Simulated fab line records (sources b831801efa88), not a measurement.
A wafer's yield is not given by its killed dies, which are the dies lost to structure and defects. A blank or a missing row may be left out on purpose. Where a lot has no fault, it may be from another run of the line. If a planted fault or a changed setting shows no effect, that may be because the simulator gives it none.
A struck lot beside a sound one	flow sfqLine	21 steps out of a route of 325
Sound: these wafers, L712.2, L712.4, L712.5. Struck: wafers L728.1, L728.6. (L728.2 of the same lot was not struck and is left out.) The cause comes at the end.
Per side, at each step with rows, come the tool, then ch with its chambers, and then its first start. Under that, the readings that differ: sound wafers	struck wafers	difference of the means	sigmas: that difference in standard deviations of wafers without a fault.
alike: a reading whose means differ by less than 2 such deviations, as well as words and numbers matching on both sides. not compared: withheld readings; readings where some wafer has no value; bounds like >300 that might hide an equal value; numbers whose values overlap and for which the record gives no deviation.
The two part at a step that has a row with sigmas, a row that says differs or no value, or rows on one side only. Non-overlapping numbers with no deviation appear without sigmas and do not part them. A reading that every wafer of one side lacks parts them only if that side has two wafers or more.

first, 7 steps without rows for these wafers: SFQ_TRILAYER_L0_LITHO_COAT_010 (resist thk 62 nm); SFQ_TRILAYER_L0_LITHO_COAT_005 (resist thk 600 nm); SFQ_TRILAYER_L0_LITHO_SOFTBAKE_009; SFQ_TRILAYER_L0_LITHO_EXPOSE_006 (exposes mask L0, target cd 2000 nm); SFQ_TRILAYER_L0_LITHO_PEB_008 (peb time 60 s); SFQ_TRILAYER_L0_LITHO_DEVELOP_007 (time 60 s); SFQ_TRILAYER_L0_BARC_OPEN_METAL_ETCH_010 (etches BARC in O2, target depth 125 nm, time 41.7 s).
SFQ_TRILAYER_L0_ETCH_METAL_ETCH_008: etches MoNx KI in SF6/O2, stops on SiO2, target depth 50 nm, time 25 s.
  sound on rieMetal-03 ch 0,1, day 4 13:15; struck on rieMetal-04 ch 0, day 8 05:04
  alike: chamberPressureMTorr, drypumpMotorCurrentA, oesProductAu, rfFwdPowerW
  not compared: rfHoursCounterH
SFQ_TRILAYER_L0_STRIP_STRIP_009: strips in O2.
  sound on rieMetal-03 ch 0,1, day 4 13:18; struck on rieMetal-04 ch 0, day 8 05:09
  alike: chamberPressureMTorr, drypumpMotorCurrentA, oesProductAu
  not compared: rfHoursCounterH
then, 1 step without rows for these wafers: SFQ_TRILAYER_L0_STRIP_SOLV_CLEAN_010 (cleans in NMP, time 600 s).
SFQ_TRILAYER_L0_CAP_PECVD_011: deposits SiO2 from SiH4/N2O, time 13.333 s, target thk 60 nm.
  sound on pecvd-03 ch 0,2, day 4 14:04; struck on pecvd-01 ch 0,2, day 8 06:32
  alike: heaterPowerW, rfFwdPowerW, throttleValvePct
then, 1 step without rows for these wafers: SFQ_TRILAYER_L0_VIA_LITHO_COAT_018 (resist thk 62 nm).
SFQ_TRILAYER_L0_VIA_LITHO_COAT_013: resist thk 650 nm.
  sound on lithoTrack-02 ch 0, day 4 14:26; struck on lithoTrack-02 ch 0, day 8 06:51
reading	sound	struck	difference	sigmas
model.KrF_of_TRILAYER_L0_VIA_LITHO_COAT_013.thkNm (nm)	645.7 645.8 647.9	675.6 674.5	+28.6	
  alike: spinSpeedRpm
then, 4 steps without rows for these wafers: SFQ_TRILAYER_L0_VIA_LITHO_SOFTBAKE_017; SFQ_TRILAYER_L0_VIA_LITHO_EXPOSE_014 (exposes mask L0V, target cd 700 nm); SFQ_TRILAYER_L0_VIA_LITHO_PEB_016 (peb time 60 s); SFQ_TRILAYER_L0_VIA_LITHO_DEVELOP_015 (time 60 s).
-- the record jumps here: 4 days lie between the struck wafers' starts before and after --
SFQ_L0V_OVL_MEAS_903:
  sound on overlay-01, day 7 16:28; struck on overlay-01, day 12 01:25
  alike: L0V_OVL
SFQ_TRILAYER_L0_VIA_BARC_OPEN_VIA_ETCH_021: etches BARC in O2, target depth 125 nm, time 41.7 s.
  sound on rieDiel-04 ch 0,1,2, day 7 16:30; struck on rieDiel-03 ch 0,2, day 12 01:27
  alike: chamberPressureMTorr, drypumpMotorCurrentA, oesProductAu, rfFwdPowerW
  not compared: rfHoursCounterH
SFQ_TRILAYER_L0_VIA_ETCH_VIA_ETCH_016: etches SiO2 in CHF3, stops on MoNx KI, target depth 80 nm.
  sound on rieDiel-04 ch 0,1,2, day 7 16:32; struck on rieDiel-03 ch 0,2, day 12 01:29
reading	sound	struck	difference	sigmas
model.KrF_of_TRILAYER_L0_VIA_LITHO_COAT_013.thkNm (nm)	558 555.5 558.4	586.9 586.2	+29.2	
  alike: chamberPressureMTorr, drypumpMotorCurrentA, oesProductAu, rfFwdPowerW
SFQ_TRILAYER_L0_VIA_STRIP_STRIP_017: strips in O2.
  sound on rieMetal-04 ch 0,1, day 7 16:35; struck on rieMetal-03 ch 0, day 12 01:32
reading	sound	struck	difference	sigmas
drypumpMotorCurrentA (A)	5.1 5.1 6.4	6.6 6.6	+1.1	+2
  alike: chamberPressureMTorr, oesProductAu
  not compared: rfHoursCounterH

## WHERE THEY PART
SFQ_TRILAYER_L0_VIA_STRIP_STRIP_017 only, going by this record.

WHY: what the simulator had put in
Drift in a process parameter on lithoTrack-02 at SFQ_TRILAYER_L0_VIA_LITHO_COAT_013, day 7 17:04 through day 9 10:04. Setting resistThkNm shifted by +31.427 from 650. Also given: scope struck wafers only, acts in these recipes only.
